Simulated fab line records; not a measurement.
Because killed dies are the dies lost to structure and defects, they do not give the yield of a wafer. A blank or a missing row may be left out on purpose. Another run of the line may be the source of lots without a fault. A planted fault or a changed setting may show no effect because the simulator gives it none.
A sampling plan put to the test | flow sky130 | one line in one fab, 17 faults in these records, each fault weighed on the records of the lots it struck
The plan consists of the line's own looks: route steps at which the wafer is read by a gauge or an inspection but not changed. A look is open to judgement when struck wafers have a number at it and the file gives its usual mean and standard deviation on fault-free wafers. Caught: a look later than the fault's first step finds the struck wafers' mean 4 or more of those standard deviations (sigma) from the usual mean. On the tool: the fault's steps, tested the same way using the tool's own readings. If the struck wafers alone have a blank record, or they carry another recipe, that too counts as caught.

## THE FAULTS, as the simulator had put them in
1. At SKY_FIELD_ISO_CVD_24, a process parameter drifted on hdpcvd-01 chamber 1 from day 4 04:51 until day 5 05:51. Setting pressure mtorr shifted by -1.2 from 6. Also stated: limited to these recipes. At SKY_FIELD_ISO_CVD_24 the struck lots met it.
2. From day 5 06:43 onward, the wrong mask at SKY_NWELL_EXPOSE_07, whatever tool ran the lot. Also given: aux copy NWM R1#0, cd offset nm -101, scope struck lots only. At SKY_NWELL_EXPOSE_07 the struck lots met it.
3. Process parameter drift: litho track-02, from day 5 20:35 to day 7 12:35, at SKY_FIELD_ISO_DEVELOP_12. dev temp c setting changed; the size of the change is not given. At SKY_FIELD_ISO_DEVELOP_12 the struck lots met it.
4. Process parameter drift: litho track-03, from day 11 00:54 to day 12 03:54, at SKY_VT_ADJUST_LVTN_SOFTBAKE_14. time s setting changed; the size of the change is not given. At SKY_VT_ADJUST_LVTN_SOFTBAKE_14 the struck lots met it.
5. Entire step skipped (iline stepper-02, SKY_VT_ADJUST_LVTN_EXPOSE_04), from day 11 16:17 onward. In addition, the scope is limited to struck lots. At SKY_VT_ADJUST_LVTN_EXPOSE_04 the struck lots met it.
6. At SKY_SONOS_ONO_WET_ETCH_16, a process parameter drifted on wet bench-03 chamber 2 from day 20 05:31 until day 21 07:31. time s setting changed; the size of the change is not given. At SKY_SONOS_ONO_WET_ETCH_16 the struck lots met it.
7. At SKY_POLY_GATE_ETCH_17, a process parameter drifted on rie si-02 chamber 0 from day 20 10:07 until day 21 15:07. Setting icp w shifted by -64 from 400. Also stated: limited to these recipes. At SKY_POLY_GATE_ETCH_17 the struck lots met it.
8. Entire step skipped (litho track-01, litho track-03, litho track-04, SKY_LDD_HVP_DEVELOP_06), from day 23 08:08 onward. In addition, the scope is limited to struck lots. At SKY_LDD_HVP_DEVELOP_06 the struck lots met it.
9. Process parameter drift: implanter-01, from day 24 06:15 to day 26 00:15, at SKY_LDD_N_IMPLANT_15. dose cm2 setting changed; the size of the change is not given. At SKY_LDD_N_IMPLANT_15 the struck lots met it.
10. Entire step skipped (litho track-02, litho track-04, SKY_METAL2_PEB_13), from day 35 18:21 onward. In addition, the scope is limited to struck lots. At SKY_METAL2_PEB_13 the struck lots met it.
11. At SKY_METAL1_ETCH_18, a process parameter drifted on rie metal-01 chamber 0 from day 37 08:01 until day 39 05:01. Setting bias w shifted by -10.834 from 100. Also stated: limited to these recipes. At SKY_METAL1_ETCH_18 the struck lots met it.
12. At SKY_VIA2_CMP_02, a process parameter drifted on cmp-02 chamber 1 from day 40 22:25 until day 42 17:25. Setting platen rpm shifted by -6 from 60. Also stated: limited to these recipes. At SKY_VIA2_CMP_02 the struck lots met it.
13. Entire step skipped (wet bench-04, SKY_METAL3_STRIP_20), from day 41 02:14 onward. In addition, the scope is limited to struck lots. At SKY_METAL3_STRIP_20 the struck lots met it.
14. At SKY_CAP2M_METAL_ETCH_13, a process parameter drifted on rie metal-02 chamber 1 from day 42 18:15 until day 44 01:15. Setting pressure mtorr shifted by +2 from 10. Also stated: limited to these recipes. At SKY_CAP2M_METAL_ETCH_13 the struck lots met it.
15. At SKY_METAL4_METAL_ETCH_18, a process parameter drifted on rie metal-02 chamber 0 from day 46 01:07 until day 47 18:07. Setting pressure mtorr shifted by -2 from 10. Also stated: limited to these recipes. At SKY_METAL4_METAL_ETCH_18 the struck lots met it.
16. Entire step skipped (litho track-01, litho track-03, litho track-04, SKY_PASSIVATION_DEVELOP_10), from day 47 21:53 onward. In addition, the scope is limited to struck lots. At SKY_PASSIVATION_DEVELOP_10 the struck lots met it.
17. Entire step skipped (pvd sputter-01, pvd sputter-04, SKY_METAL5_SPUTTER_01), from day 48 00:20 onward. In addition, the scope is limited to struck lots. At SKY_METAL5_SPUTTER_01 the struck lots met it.

## WHAT THE PLAN SAW
fault | on the tool itself                               | first look that catches it                   | reading, sigma | median hours from its first step to that look | hours from the fault's start to the first struck lot there | judged looks passed uncaught
1     | pressure mtorr -99 or beyond sigma               | no look after it can be judged               | -              | -                                             | -                                                          | 0
2     | no reading that can be judged                    | not the one look that can be judged after it | -              | -                                             | -                                                          | 1
3     | developer temp C -8.1 sigma                      | not the one look that can be judged after it | -              | -                                             | -                                                          | 1
4     | run length s +57 sigma                           | no look after it can be judged               | -              | -                                             | -                                                          | 0
5     | no reading that can be judged                    | no look after it can be judged               | -              | -                                             | -                                                          | 0
6     | only faintly: run length s -3.7 sigma            | not the one look that can be judged after it | -              | -                                             | -                                                          | 1
7     | rf fwd power W -52 sigma                         | no look after it can be judged               | -              | -                                             | -                                                          | 0
8     | the tool's record is blank for the struck wafers | not the one look that can be judged after it | -              | -                                             | -                                                          | 1
9     | dose ions cm2 +99 or beyond sigma                | not the one look that can be judged after it | -              | -                                             | -                                                          | 1
10    | no reading that can be judged                    | no look after it can be judged               | -              | -                                             | -                                                          | 0
11    | bias w -33 sigma                                 | no look after it can be judged               | -              | -                                             | -                                                          | 0
12    | platen rpm -99 or beyond sigma                   | no look after it can be judged               | -              | -                                             | -                                                          | 0
13    | the tool's record is blank for the struck wafers | no look after it can be judged               | -              | -                                             | -                                                          | 0
14    | chamber pressure mTorr +99 or beyond sigma       | no look after it can be judged               | -              | -                                             | -                                                          | 0
15    | chamber pressure mTorr -99 or beyond sigma       | no look after it can be judged               | -              | -                                             | -                                                          | 0
16    | the tool's record is blank for the struck wafers | no look after it can be judged               | -              | -                                             | -                                                          | 0
17    | the tool's record is blank for the struck wafers | no look after it can be judged               | -              | -                                             | -                                                          | 0
A dash: this means the fault isn't caught or the number doesn't appear in these records.

Caught at a look: 0 of 17. Caught on the tool: 13 of 17. By one or the other: 13 of 17.
Caught on the tool alone: faults 1, 3, 4, 7, 8, 9, 11, 12, 13, 14, 15, 16, 17.
Caught by neither: faults 2, 5, 6, 10.
